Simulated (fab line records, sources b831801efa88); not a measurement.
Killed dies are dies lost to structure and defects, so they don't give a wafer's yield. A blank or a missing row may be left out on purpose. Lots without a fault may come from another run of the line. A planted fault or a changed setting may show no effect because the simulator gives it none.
fab line records | flow sky130
record lots=5 wafers=15 last_day=50
route steps=708 shown VT_ADJUST_PCH@153 SONOS_TUNNEL@154 SONOS_ONO@168 GATE_OXIDE@187 PAD_OPEN@708
lots that met no fault: from a run of the same line without faults
start_h: hours from the record's first day to the start of the lot's first wafer shown | wait_h: hours since the lot's step before | " the same as in the row above | L1.1+2: a row that stands for several wafers | - no value, or no start given | * or withheld: withheld | < > ~ a bound
route shown NAME@n: a module of which the file shows steps, and the number in the route of the first | usual: mean/standard deviation of fault-free wafers | same: alike in all rows | chamber/n: place in a boat | sites: the reading at each site | _std_site: their standard deviation | _edge_site: outer sites' mean less inner sites' | radius_mm: how far each site lies from the wafer's centre | mask NAME#n: copy n | behind: the tool/chamber that last shaped the wafer | hold: why the lot was held/for how many hours/how that ended | device: the transistor (n, p or np) that didn't switch | end of line: the same wafers' tests at the end of the route | a step without rows: its recipe alone | killed: dies lost to structure and defects at the first sort, not the wafer's yield | map: a wafer's dies, x killed, . not, _ none there
set.NAME: the setting as run; set.NAME@STEP: as run at that earlier step | model.NAME: the simulator's own value behind a step, which no gauge read
lots at some steps of the route; a table a step, a row a wafer
services: from which hour (start_h, from the record's first day; less than 0 if before it) a tool's chamber was out of use, for how many hours, and why
## steps
# step SKY_VT_ADJUST_PCH_TW_MEAS_10
# usual VT_ADJUST_PCH_TW=142.2/0.99
# columns lot.wafer tool chamber start_h wait_h VT_ADJUST_PCH_TW
L624.1 film_metro-03 - 256.00 0.1 142.4
L624.4 " - " " 142.2
L624.5 " - " " 143.3
L629.1 film_metro-01 - 294.84 0.1 143.3
L629.3 " - " " 141.8
L629.4 " - " " 142.9
L632.2 film_metro-03 - 319.01 0.1 142.9
L632.4 " - " " 142.5
L632.6 " - " " 142.3
L635.3 film_metro-01 - 337.06 0.1 141.7
L635.4 " - " " 141.5
L635.6 " - " " 141.8
L639.1 film_metro-02 - 372.34 0.1 142.4
L639.2 " - " " 142.1
L639.5 " - " " 141.8
# step SKY_SONOS_TUNNEL_DEHYDRATE_00
# recipe temp_c=200 time_s=60
# step SKY_SONOS_TUNNEL_HMDS_01
# recipe prime_time_s=60 prime_temp_c=120
# step SKY_SONOS_TUNNEL_COAT_02
# recipe resist=NOVOLAK spin_rpm=3000 resist_thk_nm=1140
# step SKY_SONOS_TUNNEL_SOFTBAKE_03
# recipe temp_c=90 time_s=60 resist=NOVOLAK
# step SKY_SONOS_TUNNEL_EXPOSE_04
# recipe mask_id=TUNM na=0.6 source_shape=conventional sigma_outer=0.6 polarization=unpolarized target_cd_nm=410 dose_mj=136
# step SKY_SONOS_TUNNEL_PEB_05
# recipe temp_c=withheld time_s=* resist=NOVOLAK
# step SKY_SONOS_TUNNEL_DEVELOP_06
# recipe resist=NOVOLAK developer=TMAH develop_time_s=60 dev_temp_c=23
# step SKY_SONOS_TUNNEL_CD_MEAS_07
# recipe target_cd_nm=410
# usual cd_nm=410.1/2.1
# columns lot.wafer tool chamber start_h wait_h cd_nm
L624.1 cd_sem-02 - 279.16 0.1 410.5
L624.4 " - " " 411.4
L624.5 " - " " 411.5
L629.1 cd_sem-02 - 320.21 0.1 410.4
L629.3 " - " " 412.8
L629.4 " - " " 413.4
L632.2 cd_sem-02 - 345.97 0.1 406.8
L632.4 " - " " 404.9
L632.6 " - " " 407.3
L635.3 cd_sem-01 - 364.69 0.1 409.6
L635.4 " - " " 410.8
L635.6 " - " " 412.0
L639.1 cd_sem-01 - 401.60 0.1 411.0
L639.2 " - " " 410.0
L639.5 " - " " 409.5
# step SKY_SONOS_TUNNEL_OVL_MEAS_08
# usual SONOS_TUNNEL_OVL=0.5/1.5
# columns lot.wafer tool chamber start_h wait_h SONOS_TUNNEL_OVL[nm]
L624.1 overlay-01 - 279.28 0.1 0.5
L624.4 " - " " 1.3
L624.5 " - " " -1.5
L629.1 overlay-01 - 320.33 0.1 0.3
L629.3 " - " " 0.2
L629.4 " - " " 0.1
L632.2 overlay-01 - 346.08 0.1 -1.8
L632.4 " - " " -2.8
L632.6 " - " " -2.6
L635.3 overlay-02 - 364.78 0.1 -2.0
L635.4 " - " " -0.6
L635.6 " - " " 0.1
L639.1 overlay-02 - 401.72 0.1 -2.5
L639.2 " - " " -2.8
L639.5 " - " " -0.1
# step SKY_SONOS_TUNNEL_IMPLANT_09
# recipe species=B energy_kev=20 dose_cm2=1e+12 tilt_deg=withheld
# step SKY_SONOS_TUNNEL_WET_ETCH_10
# recipe chemistry=dHF target_depth_nm=14 target=SiO2 dilution=100:1 temp_c=25 time_s=280
# step SKY_SONOS_TUNNEL_STRIP_11
# recipe chemistry=SPM time_s=600 temp_c=130
# columns lot.wafer tool chamber start_h wait_h
L624.1+4+5 wet_bench-04 3 279.56 0.0
L629.1+3+4 wet_bench-04 0 320.61 0.0
L632.2+4+6 wet_bench-01 3 346.36 0.0
L635.3+4+6 wet_bench-02 0 365.04 0.0
L639.1+2+5 wet_bench-02 2 401.99 0.0
# step SKY_SONOS_TUNNEL_TW_MEAS_12
# usual SONOS_TUNNEL_TW=197.2/1.7
# columns lot.wafer tool chamber start_h wait_h SONOS_TUNNEL_TW
L624.1 film_metro-02 - 279.76 0.0 195.6
L624.4 " - " " 195.4
L624.5 " - " " 196.9
L629.1 film_metro-04 - 320.80 0.0 198.5
L629.3 " - " " 197.5
L629.4 " - " " 197.2
L632.2 film_metro-01 - 346.58 0.0 197.0
L632.4 " - " " 195.8
L632.6 " - " " 195.3
L635.3 film_metro-01 - 365.24 0.0 199.5
L635.4 " - " " 200.2
L635.6 " - " " 199.8
L639.1 film_metro-01 - 402.18 0.0 199.7
L639.2 " - " " 200.3
L639.5 " - " " 199.5
# step SKY_SONOS_TUNNEL_CLEAN_13
# recipe chemistry=dHF time_s=20 dilution=100:1 dry=ipa_marangoni
# step SKY_SONOS_ONO_OXIDATION_00
# recipe temp_c=800 ambient=O2 idle_temp_c=700 ramp_up_c_per_min=10 ramp_down_c_per_min=3 stabilise_s=600 purge_s=300 target_thk_a=26 ox_time_s=1249
# step SKY_SONOS_ONO_THK_MEAS_01
# recipe reads=SiO2_of_SONOS_ONO_OXIDATION_00
# usual SONOS_ONO_OXIDATION_THK=2.61/0.055
# columns lot.wafer tool chamber start_h wait_h SONOS_ONO_OXIDATION_THK[nm]
L624.1 film_metro-02 - 281.18 0.0 2.62
L624.4 " - " " 2.53
L624.5 " - " " 2.65
L629.1 film_metro-03 - 322.98 0.0 2.67
L629.3 " - " " 2.60
L629.4 " - " " 2.65
L632.2 film_metro-02 - 348.57 0.0 2.62
L632.4 " - " " 2.61
L632.6 " - " " 2.67
L635.3 film_metro-04 - 368.92 0.0 2.62
L635.4 " - " " 2.57
L635.6 " - " " 2.61
L639.1 film_metro-02 - 404.13 0.0 2.62
L639.2 " - " " 2.61
L639.5 " - " " 2.61
# step SKY_SONOS_ONO_CVD_02
# recipe material=Si3N4 precursor=DCS/NH3 target_thk_nm=10.5 temp_c=770 time_s=180 pressure_mtorr=250
# step SKY_SONOS_ONO_THK_MEAS_03
# recipe reads=Si3N4_of_SONOS_ONO_CVD_02
# usual SONOS_ONO_CVD_02_THK=10.57/0.15
# columns lot.wafer tool chamber start_h wait_h SONOS_ONO_CVD_02_THK[nm]
L624.1 film_metro-03 - 282.29 0.0 10.71
L624.4 " - " " 10.58
L624.5 " - " " 10.54
L629.1 film_metro-02 - 324.53 0.0 10.67
L629.3 " - " " 10.51
L629.4 " - " " 10.68
L632.2 film_metro-02 - 350.83 0.0 10.40
L632.4 " - " " 10.36
L632.6 " - " " 10.42
L635.3 film_metro-04 - 370.51 0.0 10.30
L635.4 " - " " 10.47
L635.6 " - " " 10.41
L639.1 film_metro-02 - 405.24 0.0 10.50
L639.2 " - " " 10.52
L639.5 " - " " 10.50
# step SKY_SONOS_ONO_CVD_04
# recipe material=SiO2 precursor=SiH4/N2O target_thk_nm=5.7199 temp_c=900 pressure_mtorr=400
# step SKY_SONOS_ONO_THK_MEAS_05
# recipe reads=SiO2_of_SONOS_ONO_CVD_04
# usual SONOS_ONO_CVD_04_THK=5.67/0.11
# columns lot.wafer tool chamber start_h wait_h SONOS_ONO_CVD_04_THK[nm]
L624.1 film_metro-02 - 283.60 0.0 5.74
L624.4 " - " " 5.72
L624.5 " - " " 5.77
L629.1 film_metro-02 - 325.84 0.0 5.74
L629.3 " - " " 5.58
L629.4 " - " " 5.78
L632.2 film_metro-02 - 352.14 0.0 5.70
L632.4 " - " " 5.78
L632.6 " - " " 5.79
L635.3 film_metro-04 - 372.85 0.0 5.64
L635.4 " - " " 5.61
L635.6 " - " " 5.61
L639.1 film_metro-04 - 406.55 0.0 5.58
L639.2 " - " " 5.69
L639.5 " - " " 5.55
# step SKY_SONOS_ONO_DEHYDRATE_06
# recipe temp_c=200 time_s=60
# step SKY_SONOS_ONO_HMDS_07
# recipe prime_time_s=60 prime_temp_c=120
# step SKY_SONOS_ONO_COAT_08
# recipe resist=NOVOLAK spin_rpm=3024 resist_thk_nm=1140
# step SKY_SONOS_ONO_SOFTBAKE_09
# recipe temp_c=90 time_s=60 resist=NOVOLAK
# step SKY_SONOS_ONO_EXPOSE_10
# recipe mask_id=ONOM target_cd_nm=410 na=0.6 source_shape=conventional sigma_outer=0.6 dose_mj=150
# step SKY_SONOS_ONO_PEB_11
# recipe temp_c=withheld time_s=* resist=NOVOLAK
# step SKY_SONOS_ONO_DEVELOP_12
# recipe develop_time_s=60 dev_temp_c=23
# step SKY_SONOS_ONO_CD_MEAS_13
# recipe target_cd_nm=410
# usual cd_nm=410.0/1.8
# columns lot.wafer tool chamber start_h wait_h cd_nm
L624.1 cd_sem-02 - 309.25 0.1 409.3
L624.4 " - " " 409.6
L624.5 " - " " 409.4
L629.1 cd_sem-01 - 353.11 0.1 411.3
L629.3 " - " " 411.5
L629.4 " - " " 409.3
L632.2 cd_sem-01 - 380.58 0.1 411.7
L632.4 " - " " 410.1
L632.6 " - " " 411.4
L635.3 cd_sem-01 - 402.65 0.1 408.9
L635.4 " - " " 408.3
L635.6 " - " " 410.6
L639.1 cd_sem-02 - 437.06 0.1 410.0
L639.2 " - " " 410.3
L639.5 " - " " 409.8
# step SKY_SONOS_ONO_OVL_MEAS_14
# usual SONOS_ONO_OVL=-0.6/1.6
# columns lot.wafer tool chamber start_h wait_h SONOS_ONO_OVL[nm]
L624.1 overlay-01 - 309.37 0.1 -2.1
L624.4 " - " " -1.4
L624.5 " - " " -2.1
L629.1 overlay-02 - 353.23 0.1 2.3
L629.3 " - " " 1.6
L629.4 " - " " -1.0
L632.2 overlay-01 - 380.69 0.1 -3.2
L632.4 " - " " -0.8
L632.6 " - " " -2.0
L635.3 overlay-02 - 402.75 0.1 -1.3
L635.4 " - " " -1.3
L635.6 " - " " 0.2
L639.1 overlay-01 - 437.18 0.1 0.7
L639.2 " - " " 1.3
L639.5 " - " " 1.8
# step SKY_SONOS_ONO_ETCH_15
# recipe target_depth_nm=19.52 chemistry=CHF3/O2 source_w=600 bias_w=200 pressure_mtorr=40 chf3_flow_sccm=50 O2_flow_sccm=5 time_s=7.8
# usual drypump_motor_current_A=5.8/0.41 oes_product_au=1.003/0.0092 throttle_valve_pct=8.825/0.0085
# columns lot.wafer tool chamber start_h wait_h drypump_motor_current_A oes_product_au rf_hours_counter_h throttle_valve_pct
L624.1 rie_diel-01 2 309.41 0.0 6.3 0.996 87 8.827
L624.4 " 0 " " 5.7 1.005 73 8.833
L624.5 " 0 " " 5.7 1.011 - 8.833
L629.1 rie_diel-04 1 353.27 0.0 6.2 0.998 92 8.829
L629.3 " 3 " " 5.9 0.995 35 8.834
L629.4 " 3 " " 5.9 0.995 - 8.822
L632.2 rie_diel-02 1 380.72 0.0 5.6 1.005 1 8.819
L632.4 " 2 " " 5.1 0.993 94 8.829
L632.6 " 3 " " 6.4 1.001 - 8.814
L635.3 rie_diel-01 1 402.77 0.0 5.5 1.017 36 8.831
L635.4 " 2 " " 6.3 1.000 88 8.821
L635.6 " 2 " " 6.3 1.000 - 8.827
L639.1 rie_diel-01 2 437.22 0.0 6.3 1.010 89 8.824
L639.2 " 0 " " 5.7 1.010 75 8.821
L639.5 " 3 " " 5.5 1.007 - 8.825
# step SKY_SONOS_ONO_WET_ETCH_16
# recipe chemistry=dHF target_depth_nm=14 dry=n2_spin target=SiO2 dilution=100:1 temp_c=25 time_s=280
# step SKY_SONOS_ONO_STRIP_17
# recipe chemistry=O2/N2 power_w=1400 pressure_mtorr=1500 platen_temp_c=withheld o2_flow_sccm=3000 n2_flow_sccm=300 overash_fraction=0.5
# usual drypump_motor_current_A=5.6/0.45 oes_product_au=0.710/0.0039 strip_time_to_endpoint_s=14.03/0.04
# same overash_fraction=0.5
# columns lot.wafer tool chamber start_h wait_h drypump_motor_current_A oes_product_au rf_hours_counter_h strip_time_to_endpoint_s
L624.1 plasma_asher-03 0 309.51 0.0 5.6 0.716 49 14.01
L624.4 " 0 " " 5.6 0.713 - 14.01
L624.5 " 1 " " 5.9 0.708 - 14.04
L629.1 plasma_asher-01 1 353.38 0.0 5.4 0.707 24 14.02
L629.3 " 0 " " 6.3 0.710 - 14.05
L629.4 " 1 " " 5.4 0.704 - 14.06
L632.2 plasma_asher-02 0 380.83 0.0 5.8 0.708 70 14.08
L632.4 " 0 " " 5.9 0.707 - 14.02
L632.6 " 1 " " 4.9 0.709 - 14.02
L635.3 plasma_asher-03 1 402.91 0.0 5.9 0.710 - 14.05
L635.4 " 0 " " 5.6 0.712 - 14.03
L635.6 " 1 " " 6.0 0.714 - 14.02
L639.1 plasma_asher-01 1 437.33 0.0 5.4 0.707 34 14.04
L639.2 " 0 " " 6.2 0.713 34 14.04
L639.5 " 1 " " 5.4 0.711 - 14.05
# step SKY_SONOS_ONO_WET_ETCH_18
# recipe chemistry=H3PO4 target_depth_nm=15 target=Si3N4 temp_c=160 time_s=172
# step SKY_GATE_OXIDE_CLEAN_00
# recipe chemistry=SC1/SC2 mix=1:4:20 temp_c=70 time_s=150 dry=n2_spin
# step SKY_GATE_OXIDE_OXIDATION_01
# recipe temp_c=900 ambient=O2 stabilise_s=600 purge_s=300 target_thk_a=102.68 ox_time_s=1473
# step SKY_GATE_OXIDE_THK_MEAS_02
# recipe reads=SiO2_of_GATE_OXIDE_OXIDATION_01
# usual GATE_OXIDE_OXIDATION_00_THK=10.39/0.24
# columns lot.wafer tool chamber start_h wait_h GATE_OXIDE_OXIDATION_00_THK[nm]
L624.1 film_metro-01 - 311.62 0.0 10.61
L624.4 " - " " 10.66
L624.5 " - " " 10.61
L629.1 film_metro-04 - 356.68 0.0 10.63
L629.3 " - " " 10.57
L629.4 " - " " 10.74
L632.2 film_metro-01 - 383.66 0.0 10.49
L632.4 " - " " 10.42
L632.6 " - " " 10.48
L635.3 film_metro-03 - 407.47 0.0 10.70
L635.4 " - " " 10.48
L635.6 " - " " 10.67
L639.1 film_metro-03 - 440.80 0.0 10.04
L639.2 " - " " 9.91
L639.5 " - " " 9.98
# step SKY_GATE_OXIDE_DEHYDRATE_03
# recipe temp_c=200 time_s=60
# step SKY_GATE_OXIDE_HMDS_04
# recipe prime_time_s=60 prime_temp_c=120
# step SKY_GATE_OXIDE_COAT_05
# recipe resist=NOVOLAK spin_rpm=3000 resist_thk_nm=1140
# step SKY_GATE_OXIDE_SOFTBAKE_06
# recipe temp_c=90 time_s=60 resist=NOVOLAK
# step SKY_GATE_OXIDE_EXPOSE_07
# recipe mask_id=LVOM na=0.6 source_shape=conventional sigma_outer=0.6 polarization=unpolarized target_cd_nm=600 dose_mj=170
# step SKY_PAD_OPEN_PROBE_99
# usual killed_at_M0_to_M3=43/5.9 killed_at_M4_up=2.9/1.5 killed_at_contacts=24/5 killed_at_front_end=15/4.8 killed_at_other=0.2/0.5 killed_dies=86/9.3 killed_open=47/7.1 killed_short=38/6.3
# same gross_dies=492 killed_at_back_side=0
# columns lot.wafer tool chamber start_h wait_h killed_at_M0_to_M3 killed_at_M4_up killed_at_contacts killed_at_front_end killed_at_other killed_dies killed_open killed_short
L629.1 prober-02 - 1136.48 0.1 31 4 27 21 0 83 52 31
L629.3 prober-02 - 1136.58 0.2 47 3 28 11 0 89 46 43
L629.4 prober-02 - 1136.63 0.2 36 1 22 18 1 78 42 36
L635.3 prober-02 - 1172.19 0.2 36 3 25 13 0 77 41 36
L635.4 prober-02 - 1172.24 0.2 43 4 30 15 0 92 54 38
L635.6 prober-02 - 1172.34 0.2 43 3 21 12 2 81 38 43
L639.1 prober-01 - 1193.52 0.1 48 3 21 50 0 122 45 39
L639.2 prober-01 - 1193.57 0.1 36 1 24 49 1 111 43 28
L639.5 prober-01 - 1193.72 0.2 36 3 17 55 1 112 36 33
# killed by level:class
L629.1 VIA1:geometric_particle:open=9 LI_CONTACT:geometric_particle:open=8 CONTACT:geometric_particle:open=7 CONTACT:geometric_particle:short=6 FIELD_ISO:geometric_particle:short=5 FIELD_ISO:geometric_particle:open=5 VIA2:geometric_particle:open=5 VIA3:geometric_particle:open=5
L629.3 CONTACT:geometric_particle:open=12 VIA1:geometric_particle:open=9 METAL1:geometric_particle:short=9 VIA3:geometric_particle:open=6 FIELD_ISO:geometric_particle:open=5 FIELD_ISO:geometric_particle:short=5 LOCAL_INTERCONNECT:geometric_particle:short=5 METAL3:geometric_particle:short=4
L629.4 LI_CONTACT:geometric_particle:open=7 VIA3:geometric_particle:open=7 CONTACT:geometric_particle:open=6 METAL1:geometric_particle:short=6 POLY_GATE:geometric_particle:short=5 LI_CONTACT:geometric_particle:short=5 VIA1:geometric_particle:open=5 VIA2:geometric_particle:open=5
L635.3 CONTACT:geometric_particle:open=9 VIA1:geometric_particle:open=7 METAL1:geometric_particle:short=6 VIA2:geometric_particle:open=6 LI_CONTACT:geometric_particle:open=5 LOCAL_INTERCONNECT:geometric_particle:short=5 METAL2:geometric_particle:short=5 POLY_GATE:geometric_particle:short=3
L635.4 LI_CONTACT:geometric_particle:open=11 VIA1:geometric_particle:open=9 METAL2:geometric_particle:short=9 VIA2:geometric_particle:open=9 CONTACT:geometric_particle:open=7 LI_CONTACT:geometric_particle:short=5 VIA2:geometric_particle:short=5 POLY_GATE:geometric_particle:open=4
L635.6 METAL2:geometric_particle:short=9 LOCAL_INTERCONNECT:geometric_particle:short=8 CONTACT:geometric_particle:open=7 VIA1:geometric_particle:open=7 VIA3:geometric_particle:open=7 VIA2:geometric_particle:open=6 VIA2:geometric_particle:short=5 FIELD_ISO:geometric_particle:short=4
L639.1 SONOS_TUNNEL:unspecified=38 VIA2:geometric_particle:open=11 VIA1:geometric_particle:short=9 VIA1:geometric_particle:open=9 LI_CONTACT:geometric_particle:open=7 METAL3:geometric_particle:short=7 CONTACT:geometric_particle:open=5 FIELD_ISO:geometric_particle:open=4
L639.2 SONOS_TUNNEL:unspecified=40 CONTACT:geometric_particle:open=10 VIA2:geometric_particle:open=10 CONTACT:geometric_particle:short=5 VIA1:geometric_particle:open=5 METAL1:geometric_particle:short=4 METAL2:geometric_particle:open=4 LI_CONTACT:geometric_particle:short=3
L639.5 SONOS_TUNNEL:unspecified=43 VIA2:geometric_particle:open=10 CONTACT:geometric_particle:open=9 VIA2:geometric_particle:short=6 FIELD_ISO:geometric_particle:open=4 FIELD_ISO:geometric_particle:short=3 CONTACT:geometric_particle:short=3 METAL1:geometric_particle:short=3
# map L639.1 (x killed, . not)
__________.........._________
________.x.x.........._______
______.x..x..........xx._____
_____.....x..x..x.x.x....____
____....xx................___
___.x.x...x..xx...........x__
__x.............x..........._
_.xxx.....x..xx..x....xx..x..
_......x.x.x..x.......x..x..x
_.......xxxxxxx..x.....x.....
_x......xxxxxxxx..xx......x.x
_.xx..x.xxxxxx..x..........x.
_......x..xxxxx.x............
_...x....xxxx..xx......x.....
_....x....xx....xx..x...xx...
__..x..x.........x......x..._
___.x....xx..x..x.x........__
____.x.....x....x..x.x...x___
_____...x..........x....x____
______x..xx............x_____
________.x....x....xx._______
__________.........x_________
# map L635.4 (x killed, . not)
__________..x......._________
________.x......x....._______
______x.x.x.x.....x....._____
_____.xx..x.........xx...____
____..x..x........x.......___
___.......x..x.x..x...xx...__
__...xx..........x.........._
_..x.......x.x......x.....x..
_.....x..x.x......xx..xxxx...
_....x.....xx.....x..x.....x.
_..x.......x...x....x........
_..x..........x..............
_.x..x...............x.x..x..
_.......x..x.................
_......xx.x....x..xxxx.......
__x.....x..x......x.....x..._
___......x......x.xx.......__
____x....x..x....x....x...___
_____...x..x.........x...____
______....x..x......x..._____
________.x.x...xxx...._______
__________..x......._________
## services
# columns tool chamber start_h hours kind
rie_diel-02 - 279.51 0.3 repair
rie_diel-01 1 283.49 16.3 repair
plasma_asher-03 - 286.62 5.5 repair
rie_diel-02 1 297.67 7.5 repair
rie_diel-02 0 304.98 6.8 repair
rie_diel-02 1 311.82 - clean
rie_diel-02 1 311.82 39.5 scheduled_down
rie_diel-02 1 311.82 39.5 vent_cycle
rie_diel-01 2 313.19 3.4 repair
rie_diel-01 2 320.82 3.3 repair
rie_diel-02 - 333.96 2.8 pm
rie_diel-04 - 334.11 1.2 repair
wet_bench-02 - 344.75 1.9 pm
wet_bench-04 - 345.38 1.9 pm
wet_bench-04 - 347.70 2.9 repair
rie_diel-04 0 349.19 6.7 repair
plasma_asher-03 - 353.31 1.8 repair
plasma_asher-03 - 357.79 8.6 repair
rie_diel-04 0 360.10 - clean
plasma_asher-01 - 379.05 2.8 pm
wet_bench-02 - 382.62 2.3 repair
rie_diel-01 - 410.68 0.2 repair
rie_diel-04 1 420.02 2.8 repair
plasma_asher-02 - 421.25 9.0 pm
## key
first_sign step=SKY_PAD_OPEN_PROBE_99 reading=killed_at_front_end direction=up sigmas=7.5 usual=15 struck=51
effect step=SKY_PAD_OPEN_PROBE_99 reading=killed_dies direction=up sigmas=3.2 usual=86 struck=115
met_at SKY_SONOS_TUNNEL_STRIP_11
struck_wafers L639.1,L639.2,L639.5
tester_left_out L639
also_fits time
fault kind=chamber_particle_source tool=wet_bench-02 chamber=2 onset_h=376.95 steps=SKY_SONOS_TUNNEL_STRIP_11 rate_per_visit_cm2=0.41781 end_h=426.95
# tester_left_out: of these lots the tester's yield and bins aren't shown, on N5 and GAA mostly nor the transistor test; their killed dies are dies lost to structure and defects alone, not to doping, threshold or leakage, so they don't give the yield
